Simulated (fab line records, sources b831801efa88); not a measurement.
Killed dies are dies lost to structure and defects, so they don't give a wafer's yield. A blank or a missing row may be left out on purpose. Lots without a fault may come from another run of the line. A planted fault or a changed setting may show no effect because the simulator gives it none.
Which tool did it? | flow sky130 | 15 lots, 43 wafers sampled, at 3 steps of a route of 708

WHAT THE GAUGES READ, wafer by wafer
The record holds no reading of a measuring or inspecting step that can be judged against a usual standard deviation.

WHICH TOOL RAN EACH LOT (tool, then ch and the chambers of the sampled wafers, then the start)
lot  | SKY_POLY_GATE_ETCH_17            | SKY_POLY_GATE_STRIP_18               | SKY_PAD_OPEN_PROBE_99
L618 | rie_si-02 ch 0,1,3, day 16 08:31 | plasma_asher-01 ch 0,1, day 16 08:37 | -
L619 | rie_si-01 ch 0,1,2, day 16 19:18 | plasma_asher-03 ch 0, day 16 19:22   | -
L620 | rie_si-02 ch 2,3, day 16 20:18   | plasma_asher-03 ch 0,1, day 16 20:22 | -
L621 | rie_si-02 ch 0,1, day 17 11:07   | plasma_asher-01 ch 0,1, day 17 11:10 | -
L622 | rie_si-02 ch 0,1,2, day 17 18:33 | plasma_asher-02 ch 0,1, day 17 18:37 | -
L625 | rie_si-01 ch 0,2,3, day 18 22:19 | plasma_asher-03 ch 0,1, day 18 22:22 | -
L626 | rie_si-01 ch 1,2, day 19 05:55   | plasma_asher-01 ch 0,1, day 19 06:01 | -
L627 | rie_si-02 ch 1,2,3, day 19 19:01 | plasma_asher-02 ch 0,1, day 19 19:04 | -
L628 | rie_si-02 ch 0,1,3, day 19 22:49 | plasma_asher-02 ch 0, day 19 22:52   | -
L629 | rie_si-02 ch 0,2, day 20 12:06   | plasma_asher-01 ch 0,1, day 20 12:10 | -
L632 | rie_si-01 ch 1,3, day 21 13:19   | plasma_asher-02 ch 0,1, day 21 13:22 | prober-02, day 49 03:04
L634 | rie_si-01 ch 0,2,3, day 22 10:24 | plasma_asher-01 ch 0,1, day 22 10:28 | -
L636 | rie_si-01 ch 0,1, day 22 22:58   | plasma_asher-01 ch 0,1, day 22 23:01 | -
L639 | rie_si-02 ch 0,3, day 24 02:31   | plasma_asher-02 ch 0,1, day 24 02:36 | -
L641 | rie_si-02 ch 1,2, day 24 17:04   | plasma_asher-03 ch 1, day 24 17:07   | -
- SKY_POLY_GATE_ETCH_17: etches poly-Si in HBr/Cl2, stops on SiO2, target depth 180 nm, time 70.5 s.
- SKY_POLY_GATE_STRIP_18: strips in O2/N2.
- SKY_PAD_OPEN_PROBE_99

WHAT THE TOOLS THEMSELVES READ (means of the sampled wafers that have a number; where no wafer has one, the mark that the record gives instead)
SKY_POLY_GATE_ETCH_17.
lot  | tool      | drypump_motor_current_A (A) | oes_product_au (a.u.) | run_length_s (s) | throttle_valve_pct (%)
L618 | rie_si-02 | 5.7                         | 0.994                 | 99.0             | 33.684
L619 | rie_si-01 | 5.5                         | 0.988                 | 98.7             | 33.689
L620 | rie_si-02 | 5.4                         | 0.987                 | 99.3             | 33.692
L621 | rie_si-02 | 5.8                         | 0.995                 | 98.7             | 33.680
L622 | rie_si-02 | 5.8                         | 0.985                 | 98.6             | 33.679
L625 | rie_si-01 | 5.9                         | 0.986                 | 98.8             | 33.686
L626 | rie_si-01 | 5.7                         | 0.994                 | 99.0             | 33.679
L627 | rie_si-02 | 5.7                         | 0.991                 | 98.8             | 33.688
L628 | rie_si-02 | 5.6                         | 0.994                 | 99.0             | 33.689
L629 | rie_si-02 | 5.7                         | 0.989                 | 98.8             | 33.678
L632 | rie_si-01 | 5.5                         | 0.927                 | 108.0            | 33.678
L634 | rie_si-01 | 5.9                         | 0.905                 | 110.8            | 33.687
L636 | rie_si-01 | 5.3                         | 0.853                 | 116.8            | 33.680
L639 | rie_si-02 | 5.5                         | 0.986                 | 98.9             | 33.681
L641 | rie_si-02 | 5.9                         | 0.992                 | 98.8             | 33.678

SKY_POLY_GATE_STRIP_18.
lot  | tool            | drypump_motor_current_A (A) | o2_flow_sccm (sccm) | oes_product_au (a.u.) | strip_time_to_endpoint_s (s)
L618 | plasma_asher-01 | 6.2                         | 2995                | 0.359                 | 3.17
L619 | plasma_asher-03 | 6.7                         | 2996                | 0.358                 | 3.12
L620 | plasma_asher-03 | 6.4                         | 3000                | 0.358                 | 3.11
L621 | plasma_asher-01 | 6.2                         | 3007                | 0.357                 | 3.12
L622 | plasma_asher-02 | 5.5                         | 2990                | 0.352                 | 3.15
L625 | plasma_asher-03 | 6.4                         | 2995                | 0.363                 | 3.22
L626 | plasma_asher-01 | 6.2                         | 3008                | 0.357                 | 3.14
L627 | plasma_asher-02 | 5.5                         | 3004                | 0.363                 | 3.15
L628 | plasma_asher-02 | 5.6                         | 3009                | 0.362                 | 3.17
L629 | plasma_asher-01 | 6.4                         | 2995                | 0.358                 | 3.15
L632 | plasma_asher-02 | 5.5                         | 3006                | 0.353                 | 3.03
L634 | plasma_asher-01 | 6.4                         | 3004                | 0.357                 | 2.96
L636 | plasma_asher-01 | 6.3                         | 3001                | 0.355                 | 2.92
L639 | plasma_asher-02 | 5.5                         | 2993                | 0.361                 | 3.17
L641 | plasma_asher-03 | 5.9                         | 3005                | 0.361                 | 3.19

SKY_PAD_OPEN_PROBE_99.
lot  | tool      | killed_at_M0_to_M3 | killed_at_M4_up | killed_at_contacts | killed_at_front_end | killed_at_other | killed_dies | killed_open | killed_short
L632 | prober-02 | 31                 | 2.0             | 25                 | 9                   | 0.0             | 67          | 26          | 41

THE ANSWER, worked out from the rows above alone
Rule: what is usual is taken from the lots themselves. Put in order of their means at a reading, lots are off if they are a third of the lots or fewer, leave a main group of 4 or more, and stand apart from it by a gap of 3 or more times the standard deviation of the main group's means; of several such gaps the widest counts. A main group whose means are all the same, to the digits that the tables above print for the reading, isn't used. A lot without any number at a reading at which 4 lots or more have one is off too. The other lots that the step has rows for count as sound. The gauges are gone through in route order, then the tools' own readings, and for those a lot's mean is taken as printed above. The first step at which some lot is off is used, and at that step the reading that is off furthest; a lot without a number counts as furthest.
Off: L632, L634, L636, at SKY_POLY_GATE_ETCH_17 (run_length_s). The main group: mean 98.9 s, standard deviation 0.18.
A tool fits if, at that step or a process step before it, it ran every lot that is off, and no sound lot after the first of them. One fits: rie_si-01 at SKY_POLY_GATE_ETCH_17. Its last sound lot is L626 (day 19 05:55), its first lot that is off L632 (day 21 13:19): a fault that began between those two fits.
The tool's own readings at SKY_POLY_GATE_ETCH_17 bear it out: on the lots that are off they differ by more than 5 times the standard deviation of the sound lots' means. oes_product_au reads 0.895 a.u. there against 0.990 a.u. on the sound lots; run_length_s reads 111.9 s there against 98.9 s on the sound lots.

WHAT THE SIMULATOR HAD PUT IN
Process parameter drift: rie_si-01, from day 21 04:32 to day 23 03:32, at SKY_POLY_GATE_ETCH_17. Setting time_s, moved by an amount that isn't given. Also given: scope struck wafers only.
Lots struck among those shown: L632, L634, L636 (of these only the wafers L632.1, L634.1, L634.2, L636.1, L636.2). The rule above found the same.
